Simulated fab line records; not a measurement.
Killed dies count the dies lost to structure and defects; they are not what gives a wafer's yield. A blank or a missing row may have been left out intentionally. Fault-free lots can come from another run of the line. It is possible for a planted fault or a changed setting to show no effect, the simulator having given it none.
fab line records :: flow sky130
record:
  lots: 14
  wafers: 42
  last_day: 50
route steps=708 shown METAL3@534 VIA3@593 METAL4@628
lots that met no fault: taken from a fault-free run of the same line
start_h: hours from the record's opening day to when the first of the lot's shown wafers began :: wait_h: how many hours have passed since the lot's step before this one :: " the same as in the row above :: L1.1+2: one row covering several wafers at once :: - either no value or no given start :: * or withheld: withheld :: < > ~ a bound
route shown NAME@n: a module of which the file shows steps, and the number in the route of the first :: usual: the fault-free wafers' mean and standard deviation :: same: alike in all rows :: chamber/n: place in a boat :: sites: per-site readings :: _std_site: standard deviation of those values :: _edge_site: inner sites' mean taken away from outer sites' mean :: radius_mm: for every site, how far away it sits from the centre of the wafer :: mask NAME#n: copy n :: behind: tool/chamber where the wafer was last shaped :: hold: cause of the lot's hold/its duration in hours/its outcome :: device: transistor that didn't switch, given as n, p or np :: end of line: tests of these same wafers at the route's end :: for a step that has no rows: nothing shown but its recipe :: killed: the dies lost at the first sort to structure and to defects; this is not the yield of the wafer :: map: shows each die of a wafer: x if killed, . if not, _ if none is there
set.NAME: the run value of the setting; set.NAME@STEP: its run value at that earlier step :: model.NAME: the simulator's own value behind a step, which no gauge read
steps of the route over a sample of lots; a table a step, a row a wafer
services: when a tool's chamber went out of use (start_h, in hours from the record's first day, below 0 if earlier), for how many hours, and the reason
== steps ==
step: SKY_METAL3_SPUTTER_02
recipe:
  material: AlCu
  target_thk_nm: 735
  power_w: 10600
  time_s: 39.1
  chamber_pressure_pa: 0.4
usual:
  throttle_valve_pct: 30.2/0.87
lot.wafer: L908.1
tool: pvd_sputter-01
chamber: -
start_h: 848.42
wait_h: 0.0
throttle_valve_pct: 29.1

lot.wafer: L908.3
tool: pvd_sputter-01
chamber: -
start_h: 848.42
wait_h: 0.0
throttle_valve_pct: 29.3

lot.wafer: L908.6
tool: pvd_sputter-01
chamber: -
start_h: 848.42
wait_h: 0.0
throttle_valve_pct: 29.2

lot.wafer: L910.1
tool: pvd_sputter-01
chamber: -
start_h: 867.78
wait_h: 0.0
throttle_valve_pct: 28.9

lot.wafer: L910.3
tool: pvd_sputter-01
chamber: -
start_h: 867.78
wait_h: 0.0
throttle_valve_pct: 31.5

lot.wafer: L910.4
tool: pvd_sputter-01
chamber: -
start_h: 867.78
wait_h: 0.0
throttle_valve_pct: 29.3

lot.wafer: L914.2
tool: pvd_sputter-03
chamber: -
start_h: 902.03
wait_h: 0.0
throttle_valve_pct: 29.3

lot.wafer: L914.3
tool: pvd_sputter-03
chamber: -
start_h: 902.03
wait_h: 0.0
throttle_valve_pct: 30.3

lot.wafer: L914.4
tool: pvd_sputter-03
chamber: -
start_h: 902.03
wait_h: 0.0
throttle_valve_pct: 29.8

lot.wafer: L915.1
tool: pvd_sputter-02
chamber: -
start_h: 915.63
wait_h: 0.0
throttle_valve_pct: 30.9

lot.wafer: L915.2
tool: pvd_sputter-02
chamber: -
start_h: 915.63
wait_h: 0.0
throttle_valve_pct: 29.9

lot.wafer: L915.6
tool: pvd_sputter-02
chamber: -
start_h: 915.63
wait_h: 0.0
throttle_valve_pct: 29.8

lot.wafer: L916.1
tool: pvd_sputter-01
chamber: -
start_h: 918.64
wait_h: 0.0
throttle_valve_pct: 29.1

lot.wafer: L916.2
tool: pvd_sputter-01
chamber: -
start_h: 918.64
wait_h: 0.0
throttle_valve_pct: 31.2

lot.wafer: L916.3
tool: pvd_sputter-01
chamber: -
start_h: 918.64
wait_h: 0.0
throttle_valve_pct: 31.8

lot.wafer: L917.3
tool: pvd_sputter-01
chamber: -
start_h: 922.75
wait_h: 0.0
throttle_valve_pct: 31.0

lot.wafer: L917.4
tool: pvd_sputter-01
chamber: -
start_h: 922.75
wait_h: 0.0
throttle_valve_pct: 31.7

lot.wafer: L917.5
tool: pvd_sputter-01
chamber: -
start_h: 922.75
wait_h: 0.0
throttle_valve_pct: 31.1

lot.wafer: L918.4
tool: pvd_sputter-03
chamber: -
start_h: 930.57
wait_h: 0.0
throttle_valve_pct: 30.5

lot.wafer: L918.5
tool: pvd_sputter-03
chamber: -
start_h: 930.57
wait_h: 0.0
throttle_valve_pct: 29.8

lot.wafer: L918.6
tool: pvd_sputter-03
chamber: -
start_h: 930.57
wait_h: 0.0
throttle_valve_pct: 29.9

lot.wafer: L919.1
tool: pvd_sputter-02
chamber: -
start_h: 939.58
wait_h: 0.0
throttle_valve_pct: 30.4

lot.wafer: L919.3
tool: pvd_sputter-02
chamber: -
start_h: 939.58
wait_h: 0.0
throttle_valve_pct: 30.5

lot.wafer: L919.6
tool: pvd_sputter-02
chamber: -
start_h: 939.58
wait_h: 0.0
throttle_valve_pct: 30.3

lot.wafer: L920.3
tool: pvd_sputter-01
chamber: -
start_h: 952.04
wait_h: 0.0
throttle_valve_pct: 29.5

lot.wafer: L920.4
tool: pvd_sputter-01
chamber: -
start_h: 952.04
wait_h: 0.0
throttle_valve_pct: 31.2

lot.wafer: L920.6
tool: pvd_sputter-01
chamber: -
start_h: 952.04
wait_h: 0.0
throttle_valve_pct: 31.0

lot.wafer: L926.2
tool: pvd_sputter-02
chamber: -
start_h: 987.35
wait_h: 0.0
throttle_valve_pct: 30.6

lot.wafer: L926.3
tool: pvd_sputter-02
chamber: -
start_h: 987.35
wait_h: 0.0
throttle_valve_pct: 29.8

lot.wafer: L926.4
tool: pvd_sputter-02
chamber: -
start_h: 987.35
wait_h: 0.0
throttle_valve_pct: 30.4

lot.wafer: L927.2
tool: pvd_sputter-01
chamber: -
start_h: 989.20
wait_h: 0.0
throttle_valve_pct: 28.9

lot.wafer: L927.5
tool: pvd_sputter-01
chamber: -
start_h: 989.20
wait_h: 0.0
throttle_valve_pct: 29.1

lot.wafer: L927.6
tool: pvd_sputter-01
chamber: -
start_h: 989.20
wait_h: 0.0
throttle_valve_pct: 31.0

lot.wafer: L928.1
tool: pvd_sputter-01
chamber: -
start_h: 1006.50
wait_h: 0.0
throttle_valve_pct: 30.8

lot.wafer: L928.4
tool: pvd_sputter-01
chamber: -
start_h: 1006.50
wait_h: 0.0
throttle_valve_pct: 29.3

lot.wafer: L928.5
tool: pvd_sputter-01
chamber: -
start_h: 1006.50
wait_h: 0.0
throttle_valve_pct: 30.9

lot.wafer: L931.3
tool: pvd_sputter-01
chamber: -
start_h: 1013.48
wait_h: 0.0
throttle_valve_pct: 29.2

lot.wafer: L931.4
tool: pvd_sputter-01
chamber: -
start_h: 1013.48
wait_h: 0.0
throttle_valve_pct: 29.4

lot.wafer: L931.6
tool: pvd_sputter-01
chamber: -
start_h: 1013.48
wait_h: 0.0
throttle_valve_pct: 28.9

lot.wafer: L930.1
tool: pvd_sputter-03
chamber: -
start_h: 1014.18
wait_h: 0.0
throttle_valve_pct: 29.9

lot.wafer: L930.5
tool: pvd_sputter-03
chamber: -
start_h: 1014.18
wait_h: 0.0
throttle_valve_pct: 29.0

lot.wafer: L930.6
tool: pvd_sputter-03
chamber: -
start_h: 1014.18
wait_h: 0.0
throttle_valve_pct: 30.3
step: SKY_METAL3_SPUTTER_04
recipe:
  material: TiN
  target_thk_nm: 70
  power_w: 6500
  time_s: 58.3
  chamber_pressure_pa: 0.4
usual:
  throttle_valve_pct: 30.2/0.87
lot.wafer: L908.1
tool: pvd_sputter-01
chamber: -
start_h: 848.48
wait_h: 0.0
throttle_valve_pct: 29.1

lot.wafer: L908.3
tool: pvd_sputter-01
chamber: -
start_h: 848.48
wait_h: 0.0
throttle_valve_pct: 29.4

lot.wafer: L908.6
tool: pvd_sputter-01
chamber: -
start_h: 848.48
wait_h: 0.0
throttle_valve_pct: 28.8

lot.wafer: L910.1
tool: pvd_sputter-01
chamber: -
start_h: 867.84
wait_h: 0.0
throttle_valve_pct: 29.1

lot.wafer: L910.3
tool: pvd_sputter-01
chamber: -
start_h: 867.84
wait_h: 0.0
throttle_valve_pct: 31.4

lot.wafer: L910.4
tool: pvd_sputter-01
chamber: -
start_h: 867.84
wait_h: 0.0
throttle_valve_pct: 29.1

lot.wafer: L914.2
tool: pvd_sputter-03
chamber: -
start_h: 902.08
wait_h: 0.0
throttle_valve_pct: 29.3

lot.wafer: L914.3
tool: pvd_sputter-03
chamber: -
start_h: 902.08
wait_h: 0.0
throttle_valve_pct: 30.6

lot.wafer: L914.4
tool: pvd_sputter-03
chamber: -
start_h: 902.08
wait_h: 0.0
throttle_valve_pct: 30.0

lot.wafer: L915.1
tool: pvd_sputter-02
chamber: -
start_h: 915.68
wait_h: 0.0
throttle_valve_pct: 30.8

lot.wafer: L915.2
tool: pvd_sputter-02
chamber: -
start_h: 915.68
wait_h: 0.0
throttle_valve_pct: 29.8

lot.wafer: L915.6
tool: pvd_sputter-02
chamber: -
start_h: 915.68
wait_h: 0.0
throttle_valve_pct: 30.1

lot.wafer: L916.1
tool: pvd_sputter-01
chamber: -
start_h: 918.70
wait_h: 0.0
throttle_valve_pct: 29.0

lot.wafer: L916.2
tool: pvd_sputter-01
chamber: -
start_h: 918.70
wait_h: 0.0
throttle_valve_pct: 31.0

lot.wafer: L916.3
tool: pvd_sputter-01
chamber: -
start_h: 918.70
wait_h: 0.0
throttle_valve_pct: 31.5

lot.wafer: L917.3
tool: pvd_sputter-01
chamber: -
start_h: 922.81
wait_h: 0.0
throttle_valve_pct: 30.9

lot.wafer: L917.4
tool: pvd_sputter-01
chamber: -
start_h: 922.81
wait_h: 0.0
throttle_valve_pct: 31.5

lot.wafer: L917.5
tool: pvd_sputter-01
chamber: -
start_h: 922.81
wait_h: 0.0
throttle_valve_pct: 30.9

lot.wafer: L918.4
tool: pvd_sputter-03
chamber: -
start_h: 930.62
wait_h: 0.0
throttle_valve_pct: 30.2

lot.wafer: L918.5
tool: pvd_sputter-03
chamber: -
start_h: 930.62
wait_h: 0.0
throttle_valve_pct: 29.8

lot.wafer: L918.6
tool: pvd_sputter-03
chamber: -
start_h: 930.62
wait_h: 0.0
throttle_valve_pct: 30.0

lot.wafer: L919.1
tool: pvd_sputter-02
chamber: -
start_h: 939.64
wait_h: 0.0
throttle_valve_pct: 30.7

lot.wafer: L919.3
tool: pvd_sputter-02
chamber: -
start_h: 939.64
wait_h: 0.0
throttle_valve_pct: 30.4

lot.wafer: L919.6
tool: pvd_sputter-02
chamber: -
start_h: 939.64
wait_h: 0.0
throttle_valve_pct: 30.2

lot.wafer: L920.3
tool: pvd_sputter-01
chamber: -
start_h: 952.10
wait_h: 0.0
throttle_valve_pct: 29.4

lot.wafer: L920.4
tool: pvd_sputter-01
chamber: -
start_h: 952.10
wait_h: 0.0
throttle_valve_pct: 31.0

lot.wafer: L920.6
tool: pvd_sputter-01
chamber: -
start_h: 952.10
wait_h: 0.0
throttle_valve_pct: 31.3

lot.wafer: L926.2
tool: pvd_sputter-02
chamber: -
start_h: 987.41
wait_h: 0.0
throttle_valve_pct: 30.5

lot.wafer: L926.3
tool: pvd_sputter-02
chamber: -
start_h: 987.41
wait_h: 0.0
throttle_valve_pct: 29.8

lot.wafer: L926.4
tool: pvd_sputter-02
chamber: -
start_h: 987.41
wait_h: 0.0
throttle_valve_pct: 30.3

lot.wafer: L927.2
tool: pvd_sputter-01
chamber: -
start_h: 989.26
wait_h: 0.0
throttle_valve_pct: 29.1

lot.wafer: L927.5
tool: pvd_sputter-01
chamber: -
start_h: 989.26
wait_h: 0.0
throttle_valve_pct: 29.5

lot.wafer: L927.6
tool: pvd_sputter-01
chamber: -
start_h: 989.26
wait_h: 0.0
throttle_valve_pct: 31.0

lot.wafer: L928.1
tool: pvd_sputter-01
chamber: -
start_h: 1006.56
wait_h: 0.0
throttle_valve_pct: 31.0

lot.wafer: L928.4
tool: pvd_sputter-01
chamber: -
start_h: 1006.56
wait_h: 0.0
throttle_valve_pct: 29.6

lot.wafer: L928.5
tool: pvd_sputter-01
chamber: -
start_h: 1006.56
wait_h: 0.0
throttle_valve_pct: 31.1

lot.wafer: L931.3
tool: pvd_sputter-01
chamber: -
start_h: 1013.53
wait_h: 0.0
throttle_valve_pct: 28.8

lot.wafer: L931.4
tool: pvd_sputter-01
chamber: -
start_h: 1013.53
wait_h: 0.0
throttle_valve_pct: 29.3

lot.wafer: L931.6
tool: pvd_sputter-01
chamber: -
start_h: 1013.53
wait_h: 0.0
throttle_valve_pct: 29.0

lot.wafer: L930.1
tool: pvd_sputter-03
chamber: -
start_h: 1014.24
wait_h: 0.0
throttle_valve_pct: 30.1

lot.wafer: L930.5
tool: pvd_sputter-03
chamber: -
start_h: 1014.24
wait_h: 0.0
throttle_valve_pct: 28.9

lot.wafer: L930.6
tool: pvd_sputter-03
chamber: -
start_h: 1014.24
wait_h: 0.0
throttle_valve_pct: 30.5
step: SKY_VIA3_SPUTTER_20
recipe:
  material: TiN
  target_thk_nm: 20
  chamber_pressure_pa: 5
  power_w: 4000
  time_s: 80
usual:
  throttle_valve_pct: 30.1/0.7
lot.wafer: L908.1
tool: pvd_sputter-04
chamber: -
start_h: 928.34
wait_h: 0.0
throttle_valve_pct: 29.6

lot.wafer: L908.3
tool: pvd_sputter-04
chamber: -
start_h: 928.34
wait_h: 0.0
throttle_valve_pct: 30.9

lot.wafer: L908.6
tool: pvd_sputter-04
chamber: -
start_h: 928.34
wait_h: 0.0
throttle_valve_pct: 29.0

lot.wafer: L910.1
tool: pvd_sputter-02
chamber: -
start_h: 946.98
wait_h: 0.0
throttle_valve_pct: 30.0

lot.wafer: L910.3
tool: pvd_sputter-02
chamber: -
start_h: 946.98
wait_h: 0.0
throttle_valve_pct: 30.6

lot.wafer: L910.4
tool: pvd_sputter-02
chamber: -
start_h: 946.98
wait_h: 0.0
throttle_valve_pct: 30.8

lot.wafer: L914.2
tool: pvd_sputter-02
chamber: -
start_h: 977.14
wait_h: 0.0
throttle_valve_pct: 29.7

lot.wafer: L914.3
tool: pvd_sputter-02
chamber: -
start_h: 977.14
wait_h: 0.0
throttle_valve_pct: 30.5

lot.wafer: L914.4
tool: pvd_sputter-02
chamber: -
start_h: 977.14
wait_h: 0.0
throttle_valve_pct: 30.3

lot.wafer: L915.1
tool: pvd_sputter-02
chamber: -
start_h: 992.23
wait_h: 0.0
throttle_valve_pct: 30.2

lot.wafer: L915.2
tool: pvd_sputter-02
chamber: -
start_h: 992.23
wait_h: 0.0
throttle_valve_pct: 30.0

lot.wafer: L915.6
tool: pvd_sputter-02
chamber: -
start_h: 992.23
wait_h: 0.0
throttle_valve_pct: 30.4

lot.wafer: L916.1
tool: pvd_sputter-04
chamber: -
start_h: 993.94
wait_h: 0.0
throttle_valve_pct: 28.6

lot.wafer: L916.2
tool: pvd_sputter-04
chamber: -
start_h: 993.94
wait_h: 0.0
throttle_valve_pct: 31.3

lot.wafer: L916.3
tool: pvd_sputter-04
chamber: -
start_h: 993.94
wait_h: 0.0
throttle_valve_pct: 29.6

lot.wafer: L917.3
tool: pvd_sputter-02
chamber: -
start_h: 1000.92
wait_h: 0.0
throttle_valve_pct: 29.6

lot.wafer: L917.4
tool: pvd_sputter-02
chamber: -
start_h: 1000.92
wait_h: 0.0
throttle_valve_pct: 30.2

lot.wafer: L917.5
tool: pvd_sputter-02
chamber: -
start_h: 1000.92
wait_h: 0.0
throttle_valve_pct: 30.1

lot.wafer: L918.4
tool: pvd_sputter-01
chamber: -
start_h: 1004.78
wait_h: 0.0
throttle_valve_pct: 31.0

lot.wafer: L918.5
tool: pvd_sputter-01
chamber: -
start_h: 1004.78
wait_h: 0.0
throttle_valve_pct: 31.0

lot.wafer: L918.6
tool: pvd_sputter-01
chamber: -
start_h: 1004.78
wait_h: 0.0
throttle_valve_pct: 31.4

lot.wafer: L919.1
tool: pvd_sputter-04
chamber: -
start_h: 1011.53
wait_h: 0.0
throttle_valve_pct: 28.8

lot.wafer: L919.3
tool: pvd_sputter-04
chamber: -
start_h: 1011.53
wait_h: 0.0
throttle_valve_pct: 30.0

lot.wafer: L919.6
tool: pvd_sputter-04
chamber: -
start_h: 1011.53
wait_h: 0.0
throttle_valve_pct: 28.5

lot.wafer: L920.3
tool: pvd_sputter-02
chamber: -
start_h: 1024.41
wait_h: 0.0
throttle_valve_pct: 29.9

lot.wafer: L920.4
tool: pvd_sputter-02
chamber: -
start_h: 1024.41
wait_h: 0.0
throttle_valve_pct: 29.9

lot.wafer: L920.6
tool: pvd_sputter-02
chamber: -
start_h: 1024.41
wait_h: 0.0
throttle_valve_pct: 29.9

lot.wafer: L926.2
tool: pvd_sputter-02
chamber: -
start_h: 1058.09
wait_h: 0.0
throttle_valve_pct: 30.5

lot.wafer: L926.3
tool: pvd_sputter-02
chamber: -
start_h: 1058.09
wait_h: 0.0
throttle_valve_pct: 30.3

lot.wafer: L926.4
tool: pvd_sputter-02
chamber: -
start_h: 1058.09
wait_h: 0.0
throttle_valve_pct: 29.8

lot.wafer: L927.2
tool: pvd_sputter-04
chamber: -
start_h: 1059.41
wait_h: 0.0
throttle_valve_pct: 29.9

lot.wafer: L927.5
tool: pvd_sputter-04
chamber: -
start_h: 1059.41
wait_h: 0.0
throttle_valve_pct: 30.9

lot.wafer: L927.6
tool: pvd_sputter-04
chamber: -
start_h: 1059.41
wait_h: 0.0
throttle_valve_pct: 30.1

lot.wafer: L928.1
tool: pvd_sputter-02
chamber: -
start_h: 1075.70
wait_h: 0.0
throttle_valve_pct: 29.8

lot.wafer: L928.4
tool: pvd_sputter-02
chamber: -
start_h: 1075.70
wait_h: 0.0
throttle_valve_pct: 30.0

lot.wafer: L928.5
tool: pvd_sputter-02
chamber: -
start_h: 1075.70
wait_h: 0.0
throttle_valve_pct: 29.9

lot.wafer: L931.3
tool: pvd_sputter-04
chamber: -
start_h: 1081.27
wait_h: 0.0
throttle_valve_pct: 29.7

lot.wafer: L931.4
tool: pvd_sputter-04
chamber: -
start_h: 1081.27
wait_h: 0.0
throttle_valve_pct: 30.9

lot.wafer: L931.6
tool: pvd_sputter-04
chamber: -
start_h: 1081.27
wait_h: 0.0
throttle_valve_pct: 29.8

lot.wafer: L930.1
tool: pvd_sputter-02
chamber: -
start_h: 1082.62
wait_h: 0.0
throttle_valve_pct: 29.9

lot.wafer: L930.5
tool: pvd_sputter-02
chamber: -
start_h: 1082.62
wait_h: 0.0
throttle_valve_pct: 30.3

lot.wafer: L930.6
tool: pvd_sputter-02
chamber: -
start_h: 1082.62
wait_h: 0.0
throttle_valve_pct: 29.8
step: SKY_METAL4_DEVELOP_12
recipe:
  develop_time_s: 60
  resist: KrF-thick
  dev_temp_c: 21
usual:
  chill_plate_temp_C: 22.99/0.097
  develop_time_s: 60/0
lot.wafer: L908.1
tool: litho_track-01
chamber: 0
start_h: 977
wait_h: -
chill_plate_temp_C: 23.13
develop_time_s: 60

lot.wafer: L908.3
tool: litho_track-01
chamber: 0
start_h: 977
wait_h: -
chill_plate_temp_C: 23.10
develop_time_s: 60

lot.wafer: L908.6
tool: litho_track-01
chamber: 0
start_h: 977
wait_h: -
chill_plate_temp_C: 22.85
develop_time_s: 60

lot.wafer: L910.1
tool: litho_track-03
chamber: 0
start_h: 996
wait_h: -
chill_plate_temp_C: 23.06
develop_time_s: 60

lot.wafer: L910.3
tool: litho_track-03
chamber: 0
start_h: 996
wait_h: -
chill_plate_temp_C: 23.02
develop_time_s: 60

lot.wafer: L910.4
tool: litho_track-03
chamber: 0
start_h: 996
wait_h: -
chill_plate_temp_C: 23.12
develop_time_s: 60

lot.wafer: L914.2
tool: litho_track-04
chamber: 0
start_h: 1025
wait_h: -
chill_plate_temp_C: 23.11
develop_time_s: 60

lot.wafer: L914.3
tool: litho_track-04
chamber: 0
start_h: 1025
wait_h: -
chill_plate_temp_C: 22.93
develop_time_s: 60

lot.wafer: L914.4
tool: litho_track-04
chamber: 0
start_h: 1025
wait_h: -
chill_plate_temp_C: 23.06
develop_time_s: 60

lot.wafer: L915.1
tool: litho_track-04
chamber: 0
start_h: 1039
wait_h: -
chill_plate_temp_C: 23.05
develop_time_s: 60

lot.wafer: L915.2
tool: litho_track-04
chamber: 0
start_h: 1039
wait_h: -
chill_plate_temp_C: 22.99
develop_time_s: 60

lot.wafer: L915.6
tool: litho_track-04
chamber: 0
start_h: 1039
wait_h: -
chill_plate_temp_C: 22.93
develop_time_s: 60

lot.wafer: L916.1
tool: litho_track-04
chamber: 0
start_h: 1040
wait_h: -
chill_plate_temp_C: 22.86
develop_time_s: 60

lot.wafer: L916.2
tool: litho_track-04
chamber: 0
start_h: 1040
wait_h: -
chill_plate_temp_C: 22.90
develop_time_s: 60

lot.wafer: L916.3
tool: litho_track-04
chamber: 0
start_h: 1040
wait_h: -
chill_plate_temp_C: 22.88
develop_time_s: 60

lot.wafer: L917.3
tool: litho_track-04
chamber: 0
start_h: 1046
wait_h: -
chill_plate_temp_C: 23.12
develop_time_s: 60

lot.wafer: L917.4
tool: litho_track-04
chamber: 0
start_h: 1046
wait_h: -
chill_plate_temp_C: 22.97
develop_time_s: 60

lot.wafer: L917.5
tool: litho_track-04
chamber: 0
start_h: 1046
wait_h: -
chill_plate_temp_C: 22.98
develop_time_s: 60

lot.wafer: L918.4
tool: litho_track-03
chamber: 0
start_h: 1051
wait_h: -
chill_plate_temp_C: 23.05
develop_time_s: 60

lot.wafer: L918.5
tool: litho_track-03
chamber: 0
start_h: 1051
wait_h: -
chill_plate_temp_C: 23.21
develop_time_s: 60

lot.wafer: L918.6
tool: litho_track-03
chamber: 0
start_h: 1051
wait_h: -
chill_plate_temp_C: 23.07
develop_time_s: 60

lot.wafer: L919.1
tool: litho_track-04
chamber: -
start_h: 1056
wait_h: -
chill_plate_temp_C: -
develop_time_s: -

lot.wafer: L919.3
tool: litho_track-04
chamber: -
start_h: 1056
wait_h: -
chill_plate_temp_C: -
develop_time_s: -

lot.wafer: L919.6
tool: litho_track-04
chamber: -
start_h: 1056
wait_h: -
chill_plate_temp_C: -
develop_time_s: -

lot.wafer: L920.3
tool: litho_track-03
chamber: -
start_h: 1069
wait_h: -
chill_plate_temp_C: -
develop_time_s: -

lot.wafer: L920.4
tool: litho_track-03
chamber: -
start_h: 1069
wait_h: -
chill_plate_temp_C: -
develop_time_s: -

lot.wafer: L920.6
tool: litho_track-03
chamber: -
start_h: 1069
wait_h: -
chill_plate_temp_C: -
develop_time_s: -

lot.wafer: L926.2
tool: litho_track-04
chamber: 0
start_h: 1100
wait_h: -
chill_plate_temp_C: 22.90
develop_time_s: 60

lot.wafer: L926.3
tool: litho_track-04
chamber: 0
start_h: 1100
wait_h: -
chill_plate_temp_C: 23.00
develop_time_s: 60

lot.wafer: L926.4
tool: litho_track-04
chamber: 0
start_h: 1100
wait_h: -
chill_plate_temp_C: 23.04
develop_time_s: 60

lot.wafer: L927.2
tool: litho_track-04
chamber: 0
start_h: 1102
wait_h: -
chill_plate_temp_C: 23.07
develop_time_s: 60

lot.wafer: L927.5
tool: litho_track-04
chamber: 0
start_h: 1102
wait_h: -
chill_plate_temp_C: 22.95
develop_time_s: 60

lot.wafer: L927.6
tool: litho_track-04
chamber: 0
start_h: 1102
wait_h: -
chill_plate_temp_C: 22.90
develop_time_s: 60

lot.wafer: L928.1
tool: litho_track-03
chamber: 0
start_h: 1118
wait_h: -
chill_plate_temp_C: 23.06
develop_time_s: 60

lot.wafer: L928.4
tool: litho_track-03
chamber: 0
start_h: 1118
wait_h: -
chill_plate_temp_C: 22.84
develop_time_s: 60

lot.wafer: L928.5
tool: litho_track-03
chamber: 0
start_h: 1118
wait_h: -
chill_plate_temp_C: 22.98
develop_time_s: 60

lot.wafer: L931.3
tool: litho_track-03
chamber: 0
start_h: 1122
wait_h: -
chill_plate_temp_C: 22.79
develop_time_s: 60

lot.wafer: L931.4
tool: litho_track-03
chamber: 0
start_h: 1122
wait_h: -
chill_plate_temp_C: 22.95
develop_time_s: 60

lot.wafer: L931.6
tool: litho_track-03
chamber: 0
start_h: 1122
wait_h: -
chill_plate_temp_C: 23.08
develop_time_s: 60

lot.wafer: L930.1
tool: litho_track-03
chamber: 0
start_h: 1124
wait_h: -
chill_plate_temp_C: 22.87
develop_time_s: 60

lot.wafer: L930.5
tool: litho_track-03
chamber: 0
start_h: 1124
wait_h: -
chill_plate_temp_C: 22.80
develop_time_s: 60

lot.wafer: L930.6
tool: litho_track-03
chamber: 0
start_h: 1124
wait_h: -
chill_plate_temp_C: 22.95
develop_time_s: 60
== services ==
tool: pvd_sputter-02
chamber: -
start_h: 831.83
hours: 20.9
kind: repair

tool: pvd_sputter-02
chamber: -
start_h: 839.97
hours: 14.8
kind: repair

tool: pvd_sputter-03
chamber: -
start_h: 878.35
hours: 8.0
kind: repair

tool: pvd_sputter-03
chamber: -
start_h: 898.38
hours: 2.3
kind: repair

tool: pvd_sputter-03
chamber: -
start_h: 932.08
hours: 5.2
kind: repair

tool: pvd_sputter-01
chamber: -
start_h: 953.33
hours: 2.4
kind: repair

tool: pvd_sputter-03
chamber: -
start_h: 958.48
hours: 1.5
kind: repair

tool: pvd_sputter-03
chamber: -
start_h: 981.05
hours: 1.1
kind: repair

tool: pvd_sputter-01
chamber: -
start_h: 986.96
hours: 1.9
kind: repair

tool: pvd_sputter-01
chamber: -
start_h: 991.91
hours: 1.4
kind: repair

tool: litho_track-04
chamber: -
start_h: 1000.50
hours: -
kind: consumable_replace:filter

tool: pvd_sputter-03
chamber: -
start_h: 1017.64
hours: 4.7
kind: repair

tool: pvd_sputter-04
chamber: -
start_h: 1030.74
hours: 2.0
kind: repair

tool: pvd_sputter-04
chamber: -
start_h: 1030.76
hours: 1.6
kind: repair

tool: pvd_sputter-03
chamber: -
start_h: 1041.29
hours: 4.9
kind: repair

tool: pvd_sputter-01
chamber: -
start_h: 1064.10
hours: 3.9
kind: repair
== key ==
first_sign:
  step: SKY_METAL4_DEVELOP_12
  reading: tool_record
  direction: missing
effect none on later readings
met_at SKY_METAL4_DEVELOP_12
struck_lots L919,L920
later_rows_left_out L919.1,L919.3,L919.6,L920.3,L920.4,L920.6
sort_left_out L919.1,L919.3,L919.6,L920.3,L920.4,L920.6
not_acting_at SKY_METAL3_SPUTTER_02,SKY_METAL3_SPUTTER_04,SKY_VIA3_SPUTTER_20
onset_between 1051 1056
fault:
  kind: skipped_step_whole
  tool: litho_track-03,litho_track-04
  chamber: -
  onset_h: 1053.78
  steps: SKY_METAL4_DEVELOP_12
  scope: struck_lots_only
sort_left_out: the simulated sort isn't trusted on such a fault, so these wafers' sort isn't shown, and their yield isn't known
later_rows_left_out: the simulator's readings of these wafers behind a module that went badly wrong aren't trusted and aren't shown, but for the sort
